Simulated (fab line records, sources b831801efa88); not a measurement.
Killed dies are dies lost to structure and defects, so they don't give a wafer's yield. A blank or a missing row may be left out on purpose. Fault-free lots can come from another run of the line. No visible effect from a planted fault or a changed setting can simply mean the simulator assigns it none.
Which tool did it? :: flow sfqLine :: 42 wafers from 14 lots sampled at 3 of the route's 325 steps

== WHAT EACH GAUGE READ, for each wafer ==
SFQ_M6_OVL_MEAS_940.
lot: L153
measured: day 73 01:08
on: overlay-01
M6_OVL (nm): -1 2 6

lot: L154
measured: day 73 02:19
on: overlay-01
M6_OVL (nm): 2 4 1

lot: L155
measured: day 73 06:22
on: overlay-02
M6_OVL (nm): 4 7 -1

lot: L156
measured: day 73 08:46
on: overlay-01
M6_OVL (nm): 11 10 14

lot: L157
measured: day 73 13:34
on: overlay-02
M6_OVL (nm): 5 1 -3

lot: L158
measured: day 77 05:53
on: overlay-02
M6_OVL (nm): -8 1 -2

lot: L159
measured: day 77 11:52
on: overlay-02
M6_OVL (nm): 2 7 8

lot: L160
measured: day 77 22:13
on: overlay-02
M6_OVL (nm): 0 -1 0

lot: L161
measured: day 78 00:38
on: overlay-02
M6_OVL (nm): 2 -1 3

lot: L164
measured: day 80 13:11
on: overlay-01
M6_OVL (nm): 7 8 4

lot: L169
measured: day 81 01:56
on: overlay-01
M6_OVL (nm): 2 7 7

lot: L172
measured: day 81 05:32
on: overlay-02
M6_OVL (nm): 1 -8 -5

lot: L174
measured: day 81 07:56
on: overlay-02
M6_OVL (nm): 3 5 0

lot: L175
measured: day 81 09:08
on: overlay-02
M6_OVL (nm): 9 7 12

SFQ_I6_OVL_MEAS_942.
lot: L153
measured: day 73 09:58
on: overlay-01
I6_OVL (nm): -4 0 6

lot: L154
measured: day 73 11:46
on: overlay-02
I6_OVL (nm): 7 10 10

lot: L155
measured: day 73 15:58
on: overlay-02
I6_OVL (nm): -8 0 -4

lot: L156
measured: day 76 22:40
on: overlay-02
I6_OVL (nm): 2 5 2

lot: L157
measured: day 77 10:40
on: overlay-02
I6_OVL (nm): 3 -2 3

lot: L158
measured: day 77 20:23
on: overlay-01
I6_OVL (nm): 6 3 7

lot: L159
measured: day 77 21:35
on: overlay-01
I6_OVL (nm): -1 4 0

lot: L160
measured: day 81 09:00
on: overlay-01
I6_OVL (nm): -1 -4 -6

lot: L161
measured: day 81 12:37
on: overlay-01
I6_OVL (nm): 2 5 3

lot: L164
measured: day 83 21:12
on: overlay-02
I6_OVL (nm): 1 1 2

lot: L169
measured: day 84 12:56
on: overlay-01
I6_OVL (nm): -2 -3 -3

lot: L172
measured: day 84 23:51
on: overlay-02
I6_OVL (nm): -10 1 2

lot: L174
measured: day 85 07:04
on: overlay-02
I6_OVL (nm): -4 -2 1

lot: L175
measured: day 85 08:15
on: overlay-01
I6_OVL (nm): 0 -2 3

== TOOL THAT RAN EACH LOT (tool first, then ch and the chambers of the sampled wafers, then the start) ==
lot: L153
SFQ_TRILAYER_M6_BARC_OPEN_METAL_ETCH_206: rieMetal-03 ch 0,1, day 73 01:10

lot: L154
SFQ_TRILAYER_M6_BARC_OPEN_METAL_ETCH_206: rieMetal-04 ch 0,1, day 73 02:21

lot: L155
SFQ_TRILAYER_M6_BARC_OPEN_METAL_ETCH_206: rieMetal-04 ch 0,1, day 73 06:23

lot: L156
SFQ_TRILAYER_M6_BARC_OPEN_METAL_ETCH_206: rieMetal-04 ch 0,1, day 73 08:47

lot: L157
SFQ_TRILAYER_M6_BARC_OPEN_METAL_ETCH_206: rieMetal-03 ch 0, day 73 13:37

lot: L158
SFQ_TRILAYER_M6_BARC_OPEN_METAL_ETCH_206: rieMetal-04 ch 0, day 77 05:56

lot: L159
SFQ_TRILAYER_M6_BARC_OPEN_METAL_ETCH_206: rieMetal-04 ch 0, day 77 11:55

lot: L160
SFQ_TRILAYER_M6_BARC_OPEN_METAL_ETCH_206: rieMetal-02 ch 0,1, day 77 22:16

lot: L161
SFQ_TRILAYER_M6_BARC_OPEN_METAL_ETCH_206: rieMetal-04 ch 0, day 78 00:40

lot: L164
SFQ_TRILAYER_M6_BARC_OPEN_METAL_ETCH_206: rieMetal-03 ch 1, day 80 13:13

lot: L169
SFQ_TRILAYER_M6_BARC_OPEN_METAL_ETCH_206: rieMetal-03 ch 0,1, day 81 01:58

lot: L172
SFQ_TRILAYER_M6_BARC_OPEN_METAL_ETCH_206: rieMetal-03 ch 0,1, day 81 05:34

lot: L174
SFQ_TRILAYER_M6_BARC_OPEN_METAL_ETCH_206: rieMetal-03 ch 0,1, day 81 07:59

lot: L175
SFQ_TRILAYER_M6_BARC_OPEN_METAL_ETCH_206: rieMetal-04 ch 0,1, day 81 09:10
- SFQ_TRILAYER_M6_BARC_OPEN_METAL_ETCH_206: etches BARC in O2, target depth 125 nm, time 41.7 s.

== WHAT THE TOOLS THEMSELVES READ (means of the sampled wafers that have a number; where no wafer has one, the mark that the record gives instead) ==
SFQ_TRILAYER_M6_BARC_OPEN_METAL_ETCH_206.
lot: L153
tool: rieMetal-03
biasW (W): 79.85
drypumpMotorCurrentA (A): 5.7
oesProductAu (a.u.): 0.679
rfFwdPowerW (W): 595.4
runLengthS (s): 70.3

lot: L154
tool: rieMetal-04
biasW (W): 79.65
drypumpMotorCurrentA (A): 5.4
oesProductAu (a.u.): 0.688
rfFwdPowerW (W): 593.4
runLengthS (s): 70.2

lot: L155
tool: rieMetal-04
biasW (W): 79.93
drypumpMotorCurrentA (A): 5.5
oesProductAu (a.u.): 0.684
rfFwdPowerW (W): 593.5
runLengthS (s): 70.0

lot: L156
tool: rieMetal-04
biasW (W): 79.98
drypumpMotorCurrentA (A): 5.4
oesProductAu (a.u.): 0.691
rfFwdPowerW (W): 593.1
runLengthS (s): 69.9

lot: L157
tool: rieMetal-03
biasW (W): 80.31
drypumpMotorCurrentA (A): 5.9
oesProductAu (a.u.): 0.686
rfFwdPowerW (W): 593.4
runLengthS (s): 70.5

lot: L158
tool: rieMetal-04
biasW (W): 79.85
drypumpMotorCurrentA (A): 5.4
oesProductAu (a.u.): 0.685
rfFwdPowerW (W): 595.0
runLengthS (s): 69.8

lot: L159
tool: rieMetal-04
biasW (W): 80.32
drypumpMotorCurrentA (A): 5.4
oesProductAu (a.u.): 0.685
rfFwdPowerW (W): 595.3
runLengthS (s): 69.8

lot: L160
tool: rieMetal-02
biasW (W): 79.94
drypumpMotorCurrentA (A): 6.0
oesProductAu (a.u.): 0.683
rfFwdPowerW (W): 590.6
runLengthS (s): 70.7

lot: L161
tool: rieMetal-04
biasW (W): 79.91
drypumpMotorCurrentA (A): 5.4
oesProductAu (a.u.): 0.681
rfFwdPowerW (W): 594.8
runLengthS (s): 69.6

lot: L164
tool: rieMetal-03
biasW (W): 80.11
drypumpMotorCurrentA (A): 5.2
oesProductAu (a.u.): 0.685
rfFwdPowerW (W): 595.5
runLengthS (s): 69.9

lot: L169
tool: rieMetal-03
biasW (W): 79.85
drypumpMotorCurrentA (A): 5.6
oesProductAu (a.u.): 0.684
rfFwdPowerW (W): 596.7
runLengthS (s): 70.2

lot: L172
tool: rieMetal-03
biasW (W): 79.79
drypumpMotorCurrentA (A): 5.7
oesProductAu (a.u.): 0.681
rfFwdPowerW (W): 596.1
runLengthS (s): 70.3

lot: L174
tool: rieMetal-03
biasW (W): 80.06
drypumpMotorCurrentA (A): 5.4
oesProductAu (a.u.): 0.686
rfFwdPowerW (W): 595.9
runLengthS (s): 70.4

lot: L175
tool: rieMetal-04
biasW (W): 79.89
drypumpMotorCurrentA (A): 5.4
oesProductAu (a.u.): 0.683
rfFwdPowerW (W): 594.4
runLengthS (s): 69.7

== THE ANSWER, worked out from the rows above alone ==
Rule: what is usual is taken from the lots themselves. The widest of any qualifying gaps counts: lots, ordered by their means at a reading, are off when they make up no more than a third of the lots, leave a main group of 4 or more, and stand apart from it by 3 or more times the standard deviation of that group's means. If all means in a main group match to the digits the tables above print for the reading, that group is not used. Also off: a lot with no number at a reading for which 4 or more lots have one. All remaining lots with rows at the step are treated as sound. The gauges are gone through in route order, then the tools' own readings, and for those a lot's mean is taken as printed above. The first step at which some lot is off is used, and at that step the reading that is off furthest; a lot without a number counts as furthest.
No lot is off on any of the readings shown, so nothing can be concluded from this.

== WHAT THE SIMULATOR PUT IN ==
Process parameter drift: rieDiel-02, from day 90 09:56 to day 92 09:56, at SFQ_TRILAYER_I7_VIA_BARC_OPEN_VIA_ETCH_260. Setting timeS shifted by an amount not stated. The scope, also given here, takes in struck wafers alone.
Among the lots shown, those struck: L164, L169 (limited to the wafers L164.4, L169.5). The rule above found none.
